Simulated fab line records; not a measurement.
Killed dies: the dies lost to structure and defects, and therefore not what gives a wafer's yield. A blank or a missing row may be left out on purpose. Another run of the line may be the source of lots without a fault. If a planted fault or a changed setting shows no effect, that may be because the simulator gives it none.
Chamber matching | flow gf180mcu | 3 sister chambers for GF_SAB_CVD_00 on pecvd-03
The step deposits SiO2 from TEOS, target thk 50 nm, time 4.9302 s. 6 wafers are shown with their chamber, then 7 later ones without.

WAFERS PAIRED WITH THEIR CHAMBERS
wafer  | chamber | heater power w (W)
L412.2 | 2       | 590
L412.3 | 1       | 714
L413.5 | 0       | 633
L413.6 | 1       | 667
L417.1 | 0       | 671
L417.3 | 2       | 617

WAFERS WITHOUT THEIR CHAMBER
wafer  | heater power w (W)
L417.5 | 637
L418.1 | 629
L418.2 | 636
L418.5 | 637
L428.3 | 735
L428.5 | 657
L428.6 | 587

CHAMBER TAKEN BY EACH
wafer  | from the rows above          | in truth
L417.5 | can't be placed: 0 or 2 or 1 | 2
L418.1 | can't be placed: 0 or 2 or 1 | 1
L418.2 | can't be placed: 0 or 2 or 1 | 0
L418.5 | can't be placed: 0 or 2 or 1 | 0
L428.3 | can't be placed: 1 or 0      | 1
L428.5 | can't be placed: 0 or 1 or 2 | 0
L428.6 | can't be placed: 2 or 0      | 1
0 of 7 placed correctly. Cannot be placed on the basis of these rows: 7; the candidates contain the true chamber in 6. Number placed wrongly: 0.
How it was worked out, from the rows above alone: a wafer's distance from a chamber is the root of the sum, over the readings, of the square of ((its reading less the chamber's mean) divided by the reading's scatter). If the next closest chamber is less than 2 further off than the closest, the wafer can't be placed; otherwise it belongs to the closest. A chamber's mean is the mean of its shown wafers. The scatter is the square root of a quotient: the sum, over the shown wafers, of each reading's squared deviation from its chamber's mean, divided by wafers minus chambers.
